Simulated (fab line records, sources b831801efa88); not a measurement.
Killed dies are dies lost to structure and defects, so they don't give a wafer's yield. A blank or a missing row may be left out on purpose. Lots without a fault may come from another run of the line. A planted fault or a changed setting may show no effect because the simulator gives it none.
fab line records | flow gf180mcu
record lots=5 wafers=15 last_day=33
route steps=602 shown DUAL_GATE@155 POLY_GATE@157 HV_LDD@176
lots that met no fault: from a run of the same line without faults
start_h: hours from the record's first day to the start of the lot's first wafer shown | wait_h: hours since the lot's step before | " the same as in the row above | L1.1+2: a row that stands for several wafers | - no value, or no start given | * or withheld: withheld | < > ~ a bound
route shown NAME@n: a module of which the file shows steps, and the number in the route of the first | usual: mean/standard deviation of fault-free wafers | same: alike in all rows | chamber/n: place in a boat | sites: the reading at each site | _std_site: their standard deviation | _edge_site: outer sites' mean less inner sites' | radius_mm: how far each site lies from the wafer's centre | mask NAME#n: copy n | behind: the tool/chamber that last shaped the wafer | hold: why the lot was held/for how many hours/how that ended | device: the transistor (n, p or np) that didn't switch | end of line: the same wafers' tests at the end of the route | a step without rows: its recipe alone | killed: dies lost to structure and defects at the first sort, not the wafer's yield | map: a wafer's dies, x killed, . not, _ none there
set.NAME: the setting as run; set.NAME@STEP: as run at that earlier step | model.NAME: the simulator's own value behind a step, which no gauge read
lots at some steps of the route; a table a step, a row a wafer
services: from which hour (start_h, from the record's first day; less than 0 if before it) a tool's chamber was out of use, for how many hours, and why
## steps
# step GF_DUAL_GATE_CLEAN_14
# recipe chemistry=SC1/SC2 mix=1:4:20 temp_c=70 time_s=150 dry=n2_spin
# same time_s=150
# columns lot.wafer tool chamber start_h wait_h
L076.1+2+5 wet_bench-02 2 184.22 0.1
L090.2+4+6 wet_bench-01 2 289.17 0.1
L091.1+3+5 wet_bench-03 1 290.28 0.1
L093.2+3+6 wet_bench-03 0 308.77 0.1
L095.2+4+5 wet_bench-03 3 316.86 0.1
# step GF_DUAL_GATE_OXIDATION_15
# recipe temp_c=850 ambient=O2 stabilise_s=600 purge_s=300 target_thk_a=70.98 ox_time_s=1995
# usual tube_center_temp_C_max=852.3/0.41 zone_power_centre_pct=16.0/0.37
# columns lot.wafer tool chamber start_h wait_h tube_center_temp_C_max zone_power_centre_pct
L076.1 furnace-01 0 184.27 0.0 852.3 16.1
L076.2 " 0 " " 852.4 16.7
L076.5 " 0 " " 852.3 16.3
L090.2 furnace-01 0 289.54 0.3 851.9 16.2
L090.4 " 0 " " 853.3 16.2
L090.6 " 0 " " 851.7 16.2
L091.1 furnace-01 0 294.86 4.5 852.1 15.9
L091.3 " 0 " " 852.1 16.0
L091.5 " 0 " " 852.7 16.2
L093.2 furnace-02 0 308.82 0.0 851.9 15.4
L093.3 " 0 " " 853.1 15.5
L093.6 " 0 " " 852.9 15.4
L095.2 furnace-02 0 316.91 0.0 851.7 15.3
L095.4 " 0 " " 851.8 15.5
L095.5 " 0 " " 851.8 15.3
# step GF_POLY_GATE_CVD_00
# recipe material=poly-Si target_thk_nm=200 temp_c=620 time_s=1200 pressure_mtorr=200
# usual zone_power_centre_pct=8.8/0.71
# same time_s=1200
# columns lot.wafer tool chamber start_h wait_h zone_power_centre_pct
L076.1 lpcvd-01 0 186.03 0.2 8.6
L076.2 " 0 " " 8.7
L076.5 " 0 " " 8.6
L090.2 lpcvd-01 1 291.09 0.0 9.1
L090.4 " 1 " " 8.9
L090.6 " 1 " " 9.2
L091.1 lpcvd-01 1 297.48 1.1 9.0
L091.3 " 1 " " 8.9
L091.5 " 1 " " 9.0
L093.2 lpcvd-02 1 310.37 0.0 10.1
L093.3 " 1 " " 9.9
L093.6 " 1 " " 10.0
L095.2 lpcvd-01 0 318.46 0.0 8.7
L095.4 " 0 " " 8.8
L095.5 " 0 " " 8.6
# step GF_POLY_GATE_THK_MEAS_01
# recipe reads=poly-Si_of_POLY_GATE_CVD_00
# usual POLY_GATE_CVD_00_THK=201.0/2.1
# columns lot.wafer tool chamber start_h wait_h POLY_GATE_CVD_00_THK[nm]
L076.1 film_metro-03 - 187.36 0.0 202.2
L076.2 " - " " 202.5
L076.5 " - " " 202.4
L090.2 film_metro-03 - 293.10 0.0 203.4
L090.4 " - " " 201.7
L090.6 " - " " 202.5
L091.1 film_metro-01 - 298.81 0.0 202.2
L091.3 " - " " 201.7
L091.5 " - " " 200.4
L093.2 film_metro-03 - 311.72 0.0 197.2
L093.3 " - " " 197.4
L093.6 " - " " 199.0
L095.2 film_metro-03 - 319.80 0.0 203.1
L095.4 " - " " 203.0
L095.5 " - " " 201.9
# step GF_POLY_GATE_DEHYDRATE_02
# recipe temp_c=200 time_s=60
# usual heater_power_total_W=160.38/0.12
# same time_s=60
# columns lot.wafer tool chamber start_h wait_h heater_power_total_W
L076.1 litho_track-04 0 195.11 7.7 160.28
L076.2 " 0 " " 160.32
L076.5 " 0 " " 160.35
L090.2 litho_track-04 0 301.58 8.5 160.27
L090.4 " 0 " " 160.25
L090.6 " 0 " " 160.28
L091.1 litho_track-01 0 307.76 8.9 160.22
L091.3 " 0 " " 160.38
L091.5 " 0 " " 160.33
L093.2 litho_track-02 0 320.81 9.1 160.37
L093.3 " 0 " " 160.34
L093.6 " 0 " " 160.42
L095.2 litho_track-01 0 329.48 9.7 160.26
L095.4 " 0 " " 160.40
L095.5 " 0 " " 160.51
# step GF_POLY_GATE_HMDS_03
# recipe prime_time_s=60 prime_temp_c=120
# columns lot.wafer tool chamber start_h wait_h
L076.1+2+5 litho_track-04 0 195.26 0.1
L090.2+4+6 litho_track-04 0 301.73 0.1
L091.1+3+5 litho_track-01 0 307.91 0.1
L093.2+3+6 litho_track-02 0 320.96 0.1
L095.2+4+5 litho_track-01 0 329.63 0.1
# step GF_POLY_GATE_COAT_04
# recipe resist=BARC temp_c=withheld time_s=withheld spin_rpm=withheld resist_thk_nm=withheld
# columns lot.wafer tool chamber start_h wait_h
L076.1+2+5 litho_track-04 0 195.41 0.1
L090.2+4+6 litho_track-04 0 301.88 0.1
L091.1+3+5 litho_track-01 0 308.06 0.1
L093.2+3+6 litho_track-02 0 321.11 0.1
L095.2+4+5 litho_track-01 0 329.78 0.1
# step GF_POLY_GATE_COAT_05
# recipe resist=KrF spin_rpm=withheld resist_thk_nm=700
# columns lot.wafer tool chamber start_h wait_h
L076.1+2+5 litho_track-04 0 - -
L090.2+4+6 litho_track-04 0 - -
L091.1+3+5 litho_track-01 0 - -
L093.2+3+6 litho_track-02 0 - -
L095.2+4+5 litho_track-01 0 - -
# step GF_POLY_GATE_SOFTBAKE_06
# recipe temp_c=130 time_s=60 resist=KrF
# usual heater_power_total_W=93.05/0.068
# same time_s=60
# columns lot.wafer tool chamber start_h wait_h heater_power_total_W
L076.1 litho_track-04 0 - - 93.04
L076.2 " 0 " " 93.10
L076.5 " 0 " " 93.15
L090.2 litho_track-04 0 - - 93.06
L090.4 " 0 " " 92.95
L090.6 " 0 " " 93.05
L091.1 litho_track-01 0 - - 93.10
L091.3 " 0 " " 93.11
L091.5 " 0 " " 93.14
L093.2 litho_track-02 0 - - 93.09
L093.3 " 0 " " 93.04
L093.6 " 0 " " 93.04
L095.2 litho_track-01 0 - - 93.05
L095.4 " 0 " " 92.95
L095.5 " 0 " " 93.13
# step GF_POLY_GATE_EXPOSE_07
# recipe mask_id=Poly2 target_cd_nm=280 na=0.68 source_shape=conventional sigma_outer=0.6 dose_mj=28.41
# columns lot.wafer tool chamber start_h wait_h mask
L076.1+2+5 krf_scanner-02 0 - - Poly2#0
L090.2+4+6 krf_scanner-02 0 - - Poly2#0
L091.1+3+5 krf_scanner-01 0 - - Poly2#0
L093.2+3+6 krf_scanner-02 0 - - Poly2#0
L095.2+4+5 krf_scanner-02 0 - - Poly2#0
# step GF_POLY_GATE_PEB_08
# recipe peb_temp_c=135 peb_time_s=90 resist=KrF
# usual heater_power_total_W=85.70/0.086
# columns lot.wafer tool chamber start_h wait_h heater_power_total_W
L076.1 litho_track-01 0 - - 85.84
L076.2 " 0 " " 85.72
L076.5 " 0 " " 85.71
L090.2 litho_track-02 0 - - 85.77
L090.4 " 0 " " 85.59
L090.6 " 0 " " 85.62
L091.1 litho_track-04 0 - - 85.57
L091.3 " 0 " " 85.75
L091.5 " 0 " " 85.53
L093.2 litho_track-01 0 - - 85.53
L093.3 " 0 " " 85.64
L093.6 " 0 " " 85.62
L095.2 litho_track-02 0 - - 85.77
L095.4 " 0 " " 85.54
L095.5 " 0 " " 85.79
# step GF_POLY_GATE_DEVELOP_09
# recipe develop_time_s=60 resist=KrF dev_temp_c=21
# columns lot.wafer tool chamber start_h wait_h
L076.1+2+5 litho_track-01 0 203.76 0.2
L090.2+4+6 litho_track-02 0 312.46 0.2
L091.1+3+5 litho_track-04 0 318.90 0.2
L093.2+3+6 litho_track-01 0 331.63 0.2
L095.2+4+5 litho_track-02 0 340.51 0.2
# step GF_POLY_GATE_CD_MEAS_10
# recipe target_cd_nm=280
# usual cd_nm=280.1/1
# columns lot.wafer tool chamber start_h wait_h cd_nm
L076.1 cd_sem-02 - 203.91 0.1 278.2
L076.2 " - " " 277.4
L076.5 " - " " 278.0
L090.2 cd_sem-01 - 312.61 0.1 279.1
L090.4 " - " " 280.2
L090.6 " - " " 278.9
L091.1 cd_sem-02 - 319.05 0.1 279.7
L091.3 " - " " 280.3
L091.5 " - " " 280.5
L093.2 cd_sem-02 - 331.77 0.1 279.8
L093.3 " - " " 279.2
L093.6 " - " " 279.9
L095.2 cd_sem-01 - 340.66 0.1 280.1
L095.4 " - " " 281.2
L095.5 " - " " 280.8
# step GF_POLY_GATE_OVL_MEAS_11
# usual POLY_GATE_OVL=6/6
# columns lot.wafer tool chamber start_h wait_h POLY_GATE_OVL[nm]
L076.1 overlay-02 - 204.03 0.1 12
L076.2 " - " " 9
L076.5 " - " " 12
L090.2 overlay-02 - 312.71 0.1 12
L090.4 " - " " 7
L090.6 " - " " 17
L091.1 overlay-01 - 319.17 0.1 6
L091.3 " - " " -1
L091.5 " - " " 3
L093.2 overlay-01 - 331.88 0.1 9
L093.3 " - " " 6
L093.6 " - " " 8
L095.2 overlay-02 - 340.76 0.1 11
L095.4 " - " " 15
L095.5 " - " " 10
# step GF_POLY_GATE_ETCH_12
# recipe chemistry=N2/H2 target_depth_a=withheld overetch_a=withheld time_s=withheld target=BARC ion_energy_ev=200 source_w=500 bias_w=100 pressure_mtorr=30 n2_flow_sccm=100 h2_flow_sccm=200
# usual bias_w=100.01/0.29 drypump_motor_current_A=5.7/0.36 oes_product_au=0.735/0.0045 rf_fwd_power_W=495.7/1.7 throttle_valve_pct=13.215/0.0096
# columns lot.wafer tool chamber start_h wait_h bias_w drypump_motor_current_A oes_product_au rf_fwd_power_W throttle_valve_pct
L076.1 rie_diel-02 0 204.06 0.0 100.08 5.1 0.729 494.1 13.222
L076.2 " 3 " " 100.24 5.3 0.732 495.5 13.216
L076.5 " 0 " " 99.72 5.1 0.736 498.0 13.244
L090.2 rie_diel-03 3 312.74 0.0 99.50 6.0 0.736 499.8 13.222
L090.4 " 2 " " 99.67 5.2 0.741 492.7 13.214
L090.6 " 3 " " 99.62 6.0 0.740 495.9 13.216
L091.1 rie_diel-04 2 319.21 0.0 99.96 5.6 0.736 494.8 13.202
L091.3 " 0 " " 99.92 6.0 0.735 498.1 13.222
L091.5 " 1 " " 100.07 5.6 0.735 493.1 13.207
L093.2 rie_diel-04 1 331.91 0.0 100.46 5.6 0.737 492.6 13.207
L093.3 " 0 " " 99.48 6.1 0.734 491.4 13.205
L093.6 " 0 " " 100.38 6.0 0.734 495.1 13.213
L095.2 rie_diel-02 2 340.79 0.0 99.71 5.6 0.738 494.1 13.222
L095.4 " 1 " " 99.54 6.1 0.737 493.7 13.200
L095.5 " 3 " " 100.41 5.3 0.735 495.9 13.203
# step GF_POLY_GATE_ETCH_13
# recipe target=poly-Si target_depth_nm=198.5 stop_on=SiO2 over_etch_frac=0.403 chemistry=HBr/Cl2 icp_w=400 bias_w=100 pressure_mtorr=10 HBr_flow_sccm=150 Cl2_flow_sccm=50 time_s=69.6
# usual bias_w=100.00/0.29 drypump_motor_current_A=5.7/0.44 oes_product_au=0.993/0.009 rf_fwd_power_W=396.5/1.6 throttle_valve_pct=33.684/0.0091
# same time_s=69.6
# columns lot.wafer tool chamber start_h wait_h bias_w drypump_motor_current_A oes_product_au rf_fwd_power_W rf_hours_counter_h throttle_valve_pct
L076.1 rie_si-01 3 204.11 - 99.87 5.3 0.991 395.8 91 33.672
L076.2 " 2 " " 100.27 5.6 1.007 394.5 19 33.694
L076.5 " 1 " " 99.71 5.5 0.988 398.0 - 33.684
L090.2 rie_si-01 1 312.80 - 99.56 5.5 0.981 398.3 2 33.676
L090.4 " 3 " " 100.14 5.3 0.995 397.5 92 33.691
L090.6 " 1 " " 99.64 5.5 0.987 398.0 - 33.684
L091.1 rie_si-01 3 319.26 - 100.27 5.3 0.995 397.6 92 33.685
L091.3 " 1 " " 99.37 5.5 0.981 397.6 2 33.689
L091.5 " 2 " " 99.92 5.6 0.992 394.6 - 33.669
L093.2 rie_si-01 2 331.96 - 99.57 5.6 0.992 395.7 21 33.691
L093.3 " 1 " " 100.19 5.5 0.971 398.4 2 33.683
L093.6 " 3 " " 100.25 5.3 0.979 397.6 - 33.668
L095.2 rie_si-01 3 340.84 - 100.29 5.3 0.989 396.3 93 33.670
L095.4 " 0 " " 100.08 6.4 0.996 397.1 5 33.675
L095.5 " 1 " " 99.92 5.5 0.985 398.3 - 33.678
# step GF_POLY_GATE_STRIP_14
# recipe chemistry=O2/N2 power_w=1400 pressure_mtorr=1500 platen_temp_c=250 o2_flow_sccm=3000 n2_flow_sccm=300 overash_fraction=0.5
# usual drypump_motor_current_A=5.60/0.15 heater_power_w=377/35 oes_product_au=0.504/0.0046 platen_temp_c=249.97/0.17
# columns lot.wafer tool chamber start_h wait_h drypump_motor_current_A heater_power_w oes_product_au platen_temp_c rf_hours_counter_h
L076.1 plasma_asher-03 1 204.17 0.0 5.55 377 0.507 249.91 56
L076.2 " 0 " " 5.73 367 0.500 250.15 56
L076.5 " 1 " " 5.57 370 0.510 249.70 -
L090.2 plasma_asher-04 0 312.85 0.0 5.47 366 0.503 249.96 60
L090.4 " 1 " " 5.52 436 0.498 249.91 -
L090.6 " 0 " " 5.49 371 0.501 250.20 -
L091.1 plasma_asher-02 0 319.32 0.0 5.94 329 0.506 249.94 18
L091.3 " 1 " " 5.54 341 0.500 250.21 -
L091.5 " 0 " " 5.96 334 0.501 250.27 -
L093.2 plasma_asher-03 0 332.02 0.0 5.78 362 0.510 250.32 70
L093.3 " 0 " " 5.76 362 0.505 250.31 -
L093.6 " 1 " " 5.58 368 0.507 250.12 -
L095.2 plasma_asher-04 0 340.90 0.0 5.45 358 0.495 250.26 64
L095.4 " 1 " " 5.50 441 0.500 249.89 -
L095.5 " 0 " " 5.47 353 0.505 250.19 -
# step GF_POLY_GATE_CLEAN_15
# recipe chemistry=SC1/SC2 mix=1:4:20 temp_c=70 time_s=150 dry=n2_spin
# same time_s=150
# columns lot.wafer tool chamber start_h wait_h
L076.1+2+5 wet_bench-02 3 204.27 0.1
L090.2+4+6 wet_bench-03 3 312.95 0.1
L091.1+3+5 wet_bench-04 1 319.42 0.1
L093.2+3+6 wet_bench-03 3 332.12 0.1
L095.2+4+5 wet_bench-02 0 341.00 0.1
# step GF_POLY_GATE_OXIDATION_16
# recipe temp_c=850 ambient=O2 stabilise_s=600 purge_s=300 target_thk_a=40 ox_time_s=899
# usual tube_center_temp_C_max=852.2/0.34 zone_power_centre_pct=16.1/0.31
# columns lot.wafer tool chamber start_h wait_h tube_center_temp_C_max zone_power_centre_pct
L076.1 furnace-01 0 204.32 0.0 852.1 16.3
L076.2 " 0 " " 852.2 16.0
L076.5 " 0 " " 851.8 16.2
L090.2 furnace-01 0 313.00 0.0 852.1 16.3
L090.4 " 0 " " 852.6 16.0
L090.6 " 0 " " 851.8 16.1
L091.1 furnace-01 0 319.47 0.0 851.8 16.2
L091.3 " 0 " " 851.7 16.1
L091.5 " 0 " " 852.1 16.4
L093.2 furnace-01 0 332.44 0.3 852.1 16.4
L093.3 " 0 " " 852.4 16.1
L093.6 " 0 " " 852.1 16.3
L095.2 furnace-01 0 341.05 0.0 852.4 16.3
L095.4 " 0 " " 852.7 16.2
L095.5 " 0 " " 852.3 16.2
# step GF_POLY_GATE_THK_MEAS_17
# recipe reads=SiO2_of_POLY_GATE_OXIDATION_16
# usual POLY_GATE_OXIDATION_THK=4.01/0.083
# columns lot.wafer tool chamber start_h wait_h POLY_GATE_OXIDATION_THK[nm]
L076.1 film_metro-04 - 205.57 0.0 4.03
L076.2 " - " " 3.98
L076.5 " - " " 4.06
L090.2 film_metro-04 - 314.26 0.0 4.01
L090.4 " - " " 3.99
L090.6 " - " " 4.01
L091.1 film_metro-04 - 320.72 0.0 3.97
L091.3 " - " " 3.97
L091.5 " - " " 3.93
L093.2 film_metro-03 - 333.70 0.0 4.05
L093.3 " - " " 4.11
L093.6 " - " " 4.10
L095.2 film_metro-04 - 342.31 0.0 3.94
L095.4 " - " " 4.06
L095.5 " - " " 4.13
# step GF_POLY_GATE_CD_MEAS_18
# usual cd_nm=279.8/1.8
# columns lot.wafer tool chamber start_h wait_h cd_nm
L076.1 cd_sem-02 - 205.63 0.1 278.4
L076.2 " - " " 275.3
L076.5 " - " " 276.5
L090.2 cd_sem-02 - 314.34 0.1 277.3
L090.4 " - " " 278.4
L090.6 " - " " 277.3
L091.1 cd_sem-01 - 320.78 0.1 278.8
L091.3 " - " " 280.5
L091.5 " - " " 280.3
L093.2 cd_sem-01 - 333.78 0.1 278.8
L093.3 " - " " 278.9
L093.6 " - " " 279.5
L095.2 cd_sem-02 - 342.39 0.1 278.5
L095.4 " - " " 281.6
L095.5 " - " " 281.1
# step GF_HV_LDD_DEHYDRATE_00
# recipe temp_c=200 time_s=60
# usual heater_power_total_W=160.37/0.12
# same time_s=60
# columns lot.wafer tool chamber start_h wait_h heater_power_total_W
L076.1 litho_track-01 0 213.86 8.2 160.34
L076.2 " 0 " " 160.52
L076.5 " 0 " " 160.44
L090.2 litho_track-01 0 323.33 9.0 160.39
L090.4 " 0 " " 160.63
L090.6 " 0 " " 160.34
L091.1 litho_track-04 0 331.05 10.2 160.52
L091.3 " 0 " " 160.35
L091.5 " 0 " " 160.22
L093.2 litho_track-01 0 343.58 9.8 160.44
L093.3 " 0 " " 160.25
L093.6 " 0 " " 160.38
L095.2 litho_track-03 0 352.23 9.8 160.38
L095.4 " 0 " " 160.31
L095.5 " 0 " " 160.51
# step GF_HV_LDD_HMDS_01
# recipe prime_time_s=60 prime_temp_c=120
# columns lot.wafer tool chamber start_h wait_h
L076.1+2+5 litho_track-01 0 214.01 0.1
L090.2+4+6 litho_track-01 0 323.48 0.1
L091.1+3+5 litho_track-04 0 331.20 0.1
L093.2+3+6 litho_track-01 0 343.73 0.1
L095.2+4+5 litho_track-03 0 352.38 0.1
# step GF_HV_LDD_COAT_02
# recipe resist=NOVOLAK spin_rpm=3000 resist_thk_nm=1000
# usual spin_speed_rpm=3000.2/2.2
# columns lot.wafer tool chamber start_h wait_h spin_speed_rpm
L076.1 litho_track-01 0 214.16 0.1 2998.2
L076.2 " 0 " " 3005.3
L076.5 " 0 " " 3000.3
L090.2 litho_track-01 0 323.63 0.1 3000.5
L090.4 " 0 " " 2997.5
L090.6 " 0 " " 3001.6
L091.1 litho_track-04 0 331.35 0.1 2998.8
L091.3 " 0 " " 2996.4
L091.5 " 0 " " 2998.0
L093.2 litho_track-01 0 343.88 0.1 3003.4
L093.3 " 0 " " 3001.4
L093.6 " 0 " " 3003.2
L095.2 litho_track-03 0 352.53 0.1 3000.7
L095.4 " 0 " " 2999.3
L095.5 " 0 " " 3001.1
# step GF_HV_LDD_SOFTBAKE_03
# recipe temp_c=90 time_s=60 resist=NOVOLAK
# usual heater_power_total_W=56.59/0.041
# same time_s=60
# columns lot.wafer tool chamber start_h wait_h heater_power_total_W
L076.1 litho_track-01 0 214.31 0.1 56.56
L076.2 " 0 " " 56.64
L076.5 " 0 " " 56.62
L090.2 litho_track-01 0 323.78 0.1 56.65
L090.4 " 0 " " 56.53
L090.6 " 0 " " 56.52
L091.1 litho_track-04 0 331.50 0.1 56.58
L091.3 " 0 " " 56.65
L091.5 " 0 " " 56.55
L093.2 litho_track-01 0 344.03 0.1 56.61
L093.3 " 0 " " 56.60
L093.6 " 0 " " 56.56
L095.2 litho_track-03 0 352.68 0.1 56.59
L095.4 " 0 " " 56.55
L095.5 " 0 " " 56.66
# step GF_HV_LDD_EXPOSE_04
# recipe mask_id=Nplus_LV_AREA target_cd_nm=400 na=0.6 source_shape=conventional sigma_outer=0.6 dose_mj=140
# columns lot.wafer tool chamber start_h wait_h mask
L076.1+2+5 iline_stepper-01 0 - - Nplus_LV_AREA#0
L090.2+4+6 iline_stepper-01 0 - - Nplus_LV_AREA#0
L091.1+3+5 iline_stepper-01 0 - - Nplus_LV_AREA#0
L093.2+3+6 iline_stepper-02 0 - - Nplus_LV_AREA#0
L095.2+4+5 iline_stepper-02 0 - - Nplus_LV_AREA#0
# step GF_HV_LDD_PEB_05
# recipe temp_c=withheld time_s=* resist=NOVOLAK
# same time_s=*
# columns lot.wafer tool chamber start_h wait_h
L076.1+2+5 litho_track-01 0 - -
L090.2+4+6 litho_track-03 0 - -
L091.1+3+5 litho_track-03 0 - -
L093.2+3+6 litho_track-03 0 - -
L095.2+4+5 litho_track-03 0 - -
# step GF_HV_LDD_DEVELOP_06
# recipe develop_time_s=62.29 dev_temp_c=23
# columns lot.wafer tool chamber start_h wait_h
L076.1+2+5 litho_track-01 0 223.11 0.1
L090.2+4+6 litho_track-03 0 334.78 0.1
L091.1+3+5 litho_track-03 0 342.15 0.1
L093.2+3+6 litho_track-03 0 354.88 0.1
L095.2+4+5 litho_track-03 0 363.78 0.1
# step GF_HV_LDD_CD_MEAS_07
# recipe target_cd_nm=400
# usual cd_nm=400.2/2.1
# columns lot.wafer tool chamber start_h wait_h cd_nm
L076.1 cd_sem-01 - 223.26 0.1 400.9
L076.2 " - " " 401.6
L076.5 " - " " 401.5
L090.2 cd_sem-01 - 334.92 0.1 397.5
L090.4 " - " " 400.1
L090.6 " - " " 397.0
L091.1 cd_sem-01 - 342.30 0.1 401.0
L091.3 " - " " 403.6
L091.5 " - " " 402.2
L093.2 cd_sem-01 - 355.02 0.1 400.5
L093.3 " - " " 402.4
L093.6 " - " " 399.1
L095.2 cd_sem-01 - 363.99 0.2 399.5
L095.4 " - " " 403.7
L095.5 " - " " 400.3
# step GF_HV_LDD_OVL_MEAS_08
# usual HV_LDD_OVL=-1.6/2
# columns lot.wafer tool chamber start_h wait_h HV_LDD_OVL[nm]
L076.1 overlay-02 - 223.38 0.1 -3.5
L076.2 " - " " -1.7
L076.5 " - " " -4.0
L090.2 overlay-01 - 335.03 0.1 -1.4
L090.4 " - " " -2.4
L090.6 " - " " -0.6
L091.1 overlay-01 - 342.42 0.1 -3.1
L091.3 " - " " -2.3
L091.5 " - " " -2.8
L093.2 overlay-01 - 355.13 0.1 0.1
L093.3 " - " " 1.6
L093.6 " - " " 0.6
L095.2 overlay-01 - 364.10 0.1 2.4
L095.4 " - " " 1.1
L095.5 " - " " 1.9
# step GF_HV_LDD_IMPLANT_09
# recipe species=As energy_kev=40 dose_cm2=1e+14 tilt_deg=7
# usual beam_energy_keV=39.998/0.012 tilt_deg=6.997/0.02
# same implant_ion_amu=75
# columns lot.wafer tool chamber start_h wait_h beam_energy_keV tilt_deg
L076.1 implanter-01 0 223.41 0.0 40.008 7.011
L076.2 " 0 " " 39.997 7.016
L076.5 " 0 " " 40.016 6.982
L090.2 implanter-03 0 335.08 0.0 40.001 6.983
L090.4 " 0 " " 40.023 6.972
L090.6 " 0 " " 40.003 6.980
L091.1 implanter-02 0 342.46 0.0 39.975 7.025
L091.3 " 0 " " 40.004 7.006
L091.5 " 0 " " 39.988 7.022
L093.2 implanter-01 0 355.18 0.0 39.997 7.013
L093.3 " 0 " " 40.003 7.006
L093.6 " 0 " " 40.013 7.017
L095.2 implanter-03 0 364.15 0.0 39.996 6.976
L095.4 " 0 " " 39.995 7.016
L095.5 " 0 " " 39.989 7.016
# step GF_HV_LDD_STRIP_10
# recipe chemistry=O2/N2 power_w=1400 pressure_mtorr=1500 platen_temp_c=250 o2_flow_sccm=3000 n2_flow_sccm=300 overash_fraction=0.5
# usual drypump_motor_current_A=5.54/0.21 heater_power_w=361/43 oes_product_au=0.716/0.0047 platen_temp_c=250.04/0.2 strip_time_to_endpoint_s=12.615/0.028
# columns lot.wafer tool chamber start_h wait_h drypump_motor_current_A heater_power_w oes_product_au platen_temp_c rf_hours_counter_h strip_time_to_endpoint_s
L076.1 plasma_asher-04 0 223.56 0.1 5.47 358 0.713 249.76 49 12.636
L076.2 " 1 " " 5.49 435 0.713 250.13 49 12.614
L076.5 " 1 " " 5.49 446 0.720 250.26 - 12.619
L090.2 plasma_asher-02 1 335.21 0.1 5.58 345 0.717 250.16 19 12.616
L090.4 " 1 " " 5.56 341 0.710 249.59 - 12.616
L090.6 " 0 " " 5.97 328 0.716 250.19 - 12.596
L091.1 plasma_asher-01 1 342.61 0.1 5.30 301 0.716 250.18 71 12.562
L091.3 " 0 " " 5.28 347 0.713 250.24 - 12.605
L091.5 " 1 " " 5.29 297 0.713 249.88 - 12.561
L093.2 plasma_asher-02 1 355.31 0.1 5.59 349 0.720 250.04 21 12.660
L093.3 " 0 " " 5.94 331 0.715 250.27 - 12.618
L093.6 " 1 " " 5.54 336 0.717 250.08 - 12.639
L095.2 plasma_asher-04 1 364.28 0.1 5.51 432 0.726 250.25 66 12.599
L095.4 " 1 " " 5.49 438 0.716 249.93 - 12.639
L095.5 " 1 " " 5.50 424 0.712 250.04 - 12.600
# step GF_HV_LDD_TW_MEAS_11
# usual HV_LDD_TW=2400/12
# columns lot.wafer tool chamber start_h wait_h HV_LDD_TW
L076.1 film_metro-02 - 223.66 0.1 2394
L076.2 " - " " 2386
L076.5 " - " " 2385
L090.2 film_metro-02 - 335.32 0.1 2394
L090.4 " - " " 2389
L090.6 " - " " 2398
L091.1 film_metro-03 - 342.71 0.1 2399
L091.3 " - " " 2395
L091.5 " - " " 2402
L093.2 film_metro-01 - 355.42 0.1 2394
L093.3 " - " " 2393
L093.6 " - " " 2405
L095.2 film_metro-03 - 364.39 0.1 2405
L095.4 " - " " 2404
L095.5 " - " " 2404
# step GF_HV_LDD_DEHYDRATE_12
# recipe temp_c=200 time_s=60
# usual heater_power_total_W=160.38/0.13
# same time_s=60
# columns lot.wafer tool chamber start_h wait_h heater_power_total_W
L076.1 litho_track-01 0 232.76 9.1 160.29
L076.2 " 0 " " 160.15
L076.5 " 0 " " 160.44
L090.2 litho_track-04 0 344.93 9.6 160.36
L090.4 " 0 " " 160.10
L090.6 " 0 " " 160.15
L091.1 litho_track-04 0 352.75 10.0 160.31
L091.3 " 0 " " 160.58
L091.5 " 0 " " 160.31
L093.2 litho_track-01 0 365.78 10.4 160.40
L093.3 " 0 " " 160.35
L093.6 " 0 " " 160.38
L095.2 litho_track-01 0 374.73 10.3 160.42
L095.4 " 0 " " 160.32
L095.5 " 0 " " 160.31
# step GF_HV_LDD_HMDS_13
# recipe prime_time_s=60 prime_temp_c=120
# columns lot.wafer tool chamber start_h wait_h
L076.1+2+5 litho_track-01 0 232.91 0.1
L090.2+4+6 litho_track-04 0 345.08 0.1
L091.1+3+5 litho_track-04 0 352.90 0.1
L093.2+3+6 litho_track-01 0 365.93 0.1
L095.2+4+5 litho_track-01 0 374.88 0.1
# step GF_HV_LDD_COAT_14
# recipe resist=NOVOLAK spin_rpm=3000 resist_thk_nm=1000
# usual spin_speed_rpm=3000.1/2.2
# columns lot.wafer tool chamber start_h wait_h spin_speed_rpm
L076.1 litho_track-01 0 233.06 0.1 3004.5
L076.2 " 0 " " 2999.2
L076.5 " 0 " " 3000.8
L090.2 litho_track-04 0 345.23 0.1 3000.7
L090.4 " 0 " " 3003.1
L090.6 " 0 " " 3003.8
L091.1 litho_track-04 0 353.05 0.1 3001.1
L091.3 " 0 " " 2999.1
L091.5 " 0 " " 3001.6
L093.2 litho_track-01 0 366.08 0.1 3000.7
L093.3 " 0 " " 3006.5
L093.6 " 0 " " 3000.7
L095.2 litho_track-01 0 375.03 0.1 3000.0
L095.4 " 0 " " 3001.8
L095.5 " 0 " " 3002.7
# step GF_HV_LDD_SOFTBAKE_15
# recipe temp_c=90 time_s=60 resist=NOVOLAK
# usual heater_power_total_W=56.60/0.044
# same time_s=60
# columns lot.wafer tool chamber start_h wait_h heater_power_total_W
L076.1 litho_track-01 0 233.21 0.1 56.57
L076.2 " 0 " " 56.62
L076.5 " 0 " " 56.58
L090.2 litho_track-04 0 345.38 0.1 56.60
L090.4 " 0 " " 56.55
L090.6 " 0 " " 56.63
L091.1 litho_track-04 0 353.20 0.1 56.61
L091.3 " 0 " " 56.67
L091.5 " 0 " " 56.69
L093.2 litho_track-01 0 366.23 0.1 56.54
L093.3 " 0 " " 56.67
L093.6 " 0 " " 56.60
L095.2 litho_track-01 0 375.18 0.1 56.61
L095.4 " 0 " " 56.61
L095.5 " 0 " " 56.56
## services
# columns tool chamber start_h hours kind
plasma_asher-02 - 162.65 3.8 repair
krf_scanner-02 - 166.04 0.6 repair
iline_stepper-01 - 177.90 4.4 pm
furnace-02 - 178.93 3.7 pm
rie_diel-04 - 180.24 0.5 repair
plasma_asher-03 - 181.22 0.5 repair
rie_diel-02 3 188.31 4.4 repair
krf_scanner-02 - 189.34 1.3 pm
lpcvd-01 - 196.30 0.3 repair
iline_stepper-01 - 198.05 1.7 pm
rie_diel-04 3 209.20 7.8 repair
furnace-02 - 209.91 2.7 pm
iline_stepper-02 - 212.52 4.4 pm
rie_diel-04 1 222.56 9.3 repair
furnace-02 - 226.58 66.2 pm
furnace-01 - 259.53 2.6 pm
krf_scanner-02 - 262.02 0.2 repair
plasma_asher-02 - 265.83 27.3 repair
krf_scanner-02 - 266.95 1.0 pm
krf_scanner-02 - 278.64 0.8 pm
wet_bench-02 - 328.49 1.8 repair
lpcvd-01 - 331.47 1.6 repair
krf_scanner-02 - 365.28 1.3 pm
iline_stepper-01 - 372.47 2.1 pm
## key
fault none
